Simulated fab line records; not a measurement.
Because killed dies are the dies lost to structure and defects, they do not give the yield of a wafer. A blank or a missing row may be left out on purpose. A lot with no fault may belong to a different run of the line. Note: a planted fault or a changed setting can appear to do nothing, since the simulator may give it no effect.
Problem report in the 8D (eight disciplines) form, filled by code :: flow sfqLine :: the parts of the form that need people (team, actions taken, sign-off) are left out

## 1. THE ISSUE
M7_NB_RS at SFQ_M7_RS_MEAS_943 reads a mean of 0.794 ohm/sq on 2 wafers of 2 lots; wafers without a fault read 0.897 ohm/sq with a standard deviation of 0.0093. That is -11 standard deviations from the usual mean.
The step: measures by four-point-probe.
Earliest sighting: wafer L361.2 on filmMetro-04 at day 75 20:39. Wafers with a number at this step in the record: 42, from 14 lots. Rule for "out", or "out of limits": more than 4 standard deviations from the usual mean. The other wafers with a number count as sound.

## 2. WHAT THIS IS AND IS NOT
question: which readings at this step
is: M7_NB_RS
is not: -

question: which lots
is: L361, L362
is not: L353, L354, L360, L366, L367, L369, L370, L371, L372, L374, L375, L376

question: which wafers of those lots
is: L361.2, L362.2
is not: L361.3, L361.4, L362.5, L362.6

question: read on which gauges
is: filmMetro-02, filmMetro-04
is not: filmMetro-01

question: when
is: from day 75 20:39
is not: up to then (8 sound wafers); but 32 sound wafers of L360, L362, L366, L367, L369, L370, L371, L372, L374, L375, L376 came after

## 3. SUSPECTS, AND WHAT RULES EACH OUT
Counting: any tool at a process step up to the reading remains a suspect provided it ran every lot that is out. Sound lots after the first of them don't rule it out here, since some wafers of a struck lot are sound.
- the gauge at SFQ_M7_RS_MEAS_943 has been ruled out. The wafers that are out were read on 2 gauges (filmMetro-02, filmMetro-04).
- filmMetro-02 at SFQ_TRILAYER_A5B_METRO_MEASURE_131: kept. Ran every lot that is out, first one L361 (day 66 04:35); last sound lot up to then L354 (day 59 21:50).
- rieMetal-02 at SFQ_TRILAYER_M6_STRIP_STRIP_163 (strips in O2): kept. Ran every lot that is out, first one L361 (day 73 14:11); last sound lot up to then L354 (day 71 00:25).
- pvdSputter-03 at SFQ_TRILAYER_M7_DEP_SPUTTER_175 (material Nb, target thk 200 nm, time 133.3 s): kept. Ran every lot that is out, first one L361 (day 75 20:32); last sound lot up to then L353 (day 71 09:43).
filmMetro-02 at SFQ_TRILAYER_A5B_METRO_MEASURE_131, rieMetal-02 at SFQ_TRILAYER_M6_STRIP_STRIP_163 and pvdSputter-03 at SFQ_TRILAYER_M7_DEP_SPUTTER_175 are what is left after counting.

## 4. THE CAUSE (what the simulator had put in)
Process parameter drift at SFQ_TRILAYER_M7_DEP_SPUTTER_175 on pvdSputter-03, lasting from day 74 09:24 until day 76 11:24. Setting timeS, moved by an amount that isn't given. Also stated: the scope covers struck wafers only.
This tool is one of the 3 suspects left after counting.

## 5. THE EFFECT CHAIN, in route order
Each row: a reading whose mean over the struck wafers that have a number lies more than 3 standard deviations from the usual. Readings are gone through only where the record gives a usual standard deviation; hours: the median, over the lots, of the time from a lot's start at the first step in this table giving one to that lot's start at this step; sigmas: the change measured in usual standard deviations.
hours: 0
step: SFQ_M7_RS_MEAS_943
reading: M7_NB_RS
usual: 0.897 ohm/sq
on struck wafers: 0.794
change: -0.103
sigmas: -11

hours: 15
step: SFQ_TRILAYER_M7_ETCH_METAL_ETCH_180
reading: oesProductAu
usual: 0.890 a.u.
on struck wafers: 0.952
change: +0.062
sigmas: +8.7
Process steps it contains:
- SFQ_TRILAYER_M7_ETCH_METAL_ETCH_180: etches Nb in Cl2/Ar, stops on SiO2, target depth 240 nm, time 120 s.

## 6. WHAT WOULD HAVE CAUGHT IT SOONER
In this record the first reading out of limits at a measuring or inspecting step was taken at day 75 20:39, 35 hours after the fault began at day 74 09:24.
An alarm limit of 4 standard deviations would not have fired on the tool readings at SFQ_TRILAYER_M7_DEP_SPUTTER_175 for which the record gives a usual standard deviation, since none of them was out on any struck wafer.
Of the lots that are out (2), L362 began SFQ_TRILAYER_M7_DEP_SPUTTER_175 on pvdSputter-03 after day 75 20:39. It would have been spared by a hold on the tool at that moment.
